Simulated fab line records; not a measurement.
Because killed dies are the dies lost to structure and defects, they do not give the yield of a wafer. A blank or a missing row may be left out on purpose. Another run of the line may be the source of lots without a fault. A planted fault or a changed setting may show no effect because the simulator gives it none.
Which tool did it? -- flow sky130 -- Sampling: 15 lots, 40 wafers, 2 of 708 route steps

== WHAT THE GAUGES SHOWED, per wafer ==
SKY_FIELD_ISO_THK_MEAS_25. Usual: for FIELD_ISO_CVD_24_THK the level is 591 nm and the standard deviation is 7.
lot,measured,on,FIELD_ISO_CVD_24_THK (nm),flag
L113,day 2 09:02,filmMetro-04,585 587 590,
L114,day 2 15:47,filmMetro-01,593 587 594,
L115,day 2 18:37,filmMetro-04,579 593 584,
L117,day 3 04:37,filmMetro-03,599 600 597,
L119,day 3 15:26,filmMetro-03,584 593 584,
L120,day 3 18:14,filmMetro-01,588 585 586,
L121,day 4 00:42,filmMetro-04,591 593 591,
L122,day 4 05:57,filmMetro-01,576 585 577,
L123,day 4 11:16,filmMetro-01,592 594 589,
L124,day 4 18:20,filmMetro-01,321 573 321 573,OFF
L125,day 4 20:59,filmMetro-03,336 336,OFF
L126,day 5 05:26,filmMetro-01,593 586 586,
L127,day 5 08:23,filmMetro-04,322 321,OFF
L133,day 6 15:01,filmMetro-03,601 601 600,
L135,day 7 03:49,filmMetro-03,595 600 597,

== WHAT TOOL EACH LOT RAN ON (gives the tool, then ch and the chambers of the sampled wafers, and finally the start) ==
lot,SKY_FIELD_ISO_CVD_24
L113,"hdpcvd-02 ch 0,1, day 2 08:58"
L114,"hdpcvd-01 ch 0,1,2, day 2 15:43"
L115,"hdpcvd-01 ch 0,1,2, day 2 18:32"
L117,"hdpcvd-02 ch 0,1,2, day 3 04:32"
L119,"hdpcvd-01 ch 0,1,2, day 3 15:22"
L120,"hdpcvd-01 ch 0,2, day 3 18:09"
L121,"hdpcvd-01 ch 0,1, day 4 00:38"
L122,"hdpcvd-01 ch 0,1,2, day 4 05:52"
L123,"hdpcvd-01 ch 0,2, day 4 11:11"
L124,"hdpcvd-01 ch 0,1, day 4 18:16"
L125,"hdpcvd-01 ch 0, day 4 20:53"
L126,"hdpcvd-02 ch 1,2, day 5 05:21"
L127,"hdpcvd-01 ch 1, day 5 08:19"
L133,"hdpcvd-02 ch 0,2, day 6 14:57"
L135,"hdpcvd-02 ch 0,2, day 7 03:45"
- SKY_FIELD_ISO_CVD_24: deposits SiO2, target thk 595 nm, time 99.2 s.

== WHAT THE TOOLS THEMSELVES READ (means of the sampled wafers that have a number; where no wafer has one, the mark that the record gives instead) ==
The record holds no such reading with a usual standard deviation.

== THE ANSWER, worked out from the rows above alone ==
Rule: a lot counts as off when the mean over its wafers that have a number is more than 3 standard deviations away from the usual mean. A lot without any number at a reading at which 4 lots or more have one is off too. Any other lot the step has rows for is counted as sound. The gauges are gone through in route order, then the tools' own readings, and for those a lot's mean is taken as printed above. At the first step where some lot is off, the reading lying furthest off is the one used; lots without a number count as furthest.
Off: at SKY_FIELD_ISO_THK_MEAS_25 (FIELD_ISO_CVD_24_THK), L124, L125, L127.
A tool fits if, at a process step before that reading, it ran every lot that is off, and no sound lot after the first of them. The gauges at SKY_FIELD_ISO_THK_MEAS_25 are tried like those tools. One fits: hdpcvd-01 at SKY_FIELD_ISO_CVD_24. A fault onset in the window from L123 (day 4 11:11, its last sound lot) to L124 (day 4 18:16, its first lot off) fits.

== WHAT THE SIMULATOR HAD PUT IN ==
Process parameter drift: hdpcvd-01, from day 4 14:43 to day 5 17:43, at SKY_FIELD_ISO_CVD_24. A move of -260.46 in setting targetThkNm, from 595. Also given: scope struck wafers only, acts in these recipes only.
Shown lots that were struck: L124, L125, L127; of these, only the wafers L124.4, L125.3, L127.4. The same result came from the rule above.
